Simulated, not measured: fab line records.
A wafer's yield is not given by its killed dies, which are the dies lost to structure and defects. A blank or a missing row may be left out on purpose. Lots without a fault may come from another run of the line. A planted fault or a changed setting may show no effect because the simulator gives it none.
A struck lot beside a sound one | flow sky130 | 15 steps out of a route of 708
Sound: the wafers L164.2, L164.3, L164.6. Struck: wafer L178.1 (L178.2, L178.3, from the same lot, were not struck and are left out); the cause is given at the end.
At each step with rows: each side's tool, then ch and its chambers, then its first start. Under that, the readings that differ: sound wafers | struck wafers | difference of the means | sigmas: that difference in standard deviations of wafers without a fault.
alike: same words and numbers on both sides, and readings whose means sit less than 2 such deviations apart. not compared: any withheld reading, any reading some wafer has no value for, any bound like >300 that may hide the same value, and any number with overlapping values for which the record gives no deviation.
The two part at a step that has a row with sigmas, a row that says differs or no value, or rows on one side only. Numbers that have no deviation but don't overlap get no sigmas and don't part them. A reading missing from all wafers of one side parts the sides only when that side holds two or more wafers.

SKY_SPACER_ETCHBACK_02: etches Si3N4 in CH3F/O2, stops on SiO2, time 46.7 s, target depth 45 nm.
  sound on rie diel-04 ch 0,1,2, day 23 21:33; struck on rie diel-02 ch 1, day 28 23:18
  reading               | sound             | struck | difference | sigmas
  oes product au (a.u.) | 0.861 0.863 0.861 | 0.842  | -0.020     | -3
  alike: chamber pressure mTorr, drypump motor current A, throttle valve pct
  not compared: rf hours counter h
then, 8 steps without rows for these wafers: SKY_POLY_CUT_DEHYDRATE_00 (time 60 s); SKY_POLY_CUT_HMDS_01 (prime time 60 s); SKY_POLY_CUT_COAT_02 (resist thk 60 nm); SKY_POLY_CUT_COAT_03 (resist thk 450 nm); SKY_POLY_CUT_SOFTBAKE_04 (time 90 s); SKY_POLY_CUT_EXPOSE_05 (exposes mask NPCM, target cd 270 nm); SKY_POLY_CUT_PEB_06; SKY_POLY_CUT_DEVELOP_07 (develop time 60 s).
SKY_POLY_CUT_CD_MEAS_08 targets a cd of 270 nm.
  sound on cd sem-01 at day 25 03:58; struck on cd sem-02 at day 30 04:07
  alike: cd nm
SKY_POLY_CUT_OVL_MEAS_09:
  sound on overlay-01 at day 25 04:04; struck on overlay-01 at day 30 04:14
  alike: POLY_CUT_OVL
SKY_POLY_CUT_ETCH_10: etches BARC in N2/H2, stops on SiO2, time 45.9 s, target depth 60 nm.
  sound on rie diel-01 ch 1,3, day 25 04:05; struck on rie diel-01 ch 3, day 30 04:16
  alike: chamber pressure mTorr, drypump motor current A, oes product au, run length s, throttle valve pct
  not compared: rf hours counter h
SKY_POLY_CUT_ETCH_11: etches Si3N4 in CF4/CH2F2/Ar, stops on poly-Si, time 42.5 s, target depth 60 nm.
  sound on rie diel-01 ch 1,3, day 25 04:08; struck on rie diel-01 ch 3, day 30 04:19
  reading                                       | sound             | struck | difference | sigmas
  oes product au (a.u.)                         | 0.837 0.836 0.837 | 0.738  | -0.099     | -17
  run length s (s)                              | 71.0 71.0 71.3    | 82.5   | +11.4      | +34
  model.poly-Si_of_POLY_GATE_CVD_00.thk nm (nm) | 179.4 180.8 180.5 | 171.5  | -8.7       |
  model.POLY_CUT.feature depth nm (nm)          | 63.3 62.97 63.05  | 66.67  | +3.56      |
  alike: chamber pressure mTorr, drypump motor current A, mfc ar sccm, throttle valve pct
  not compared: rf hours counter h
SKY_POLY_CUT_STRIP_12: strips in O2/N2.
  sound on plasma asher-03 ch 0,1, day 25 04:11; struck on plasma asher-04 ch 0, day 30 04:21
  reading                        | sound                | struck | difference | sigmas
  chamber pressure mTorr (mTorr) | 1498.4 1496.2 1498.3 | 1501.0 | +3.4       | +2
  alike: drypump motor current A, oes product au, strip time to endpoint s
  not compared: rf hours counter h
-- record jumps: 20 days separate the struck wafers' starts on either side; left off in module POLY_CUT, taken up again in module PAD_OPEN, whose first shown step is the route's number 708 --
SKY_PAD_OPEN_PROBE_99:
  sound on prober-02 at day 46 15:25; struck on prober-02 at day 49 23:08
  reading            | sound     | struck | difference | sigmas
  killed_at_M0_to_M3 | 60 51 54  | 33     | -22        | -3
  killed dies        | 106 88 91 | 70     | -25        | -2
  killed open        | 51 43 51  | 30     | -18        | -2
  alike: killed_at_M4_up, killed at contacts, killed at front end, killed at other, killed short

== WHERE THEY PART ==
First at SKY_SPACER_ETCHBACK_02; last, within this record, at SKY_PAD_OPEN_PROBE_99.

WHY: what had been put in by the simulator
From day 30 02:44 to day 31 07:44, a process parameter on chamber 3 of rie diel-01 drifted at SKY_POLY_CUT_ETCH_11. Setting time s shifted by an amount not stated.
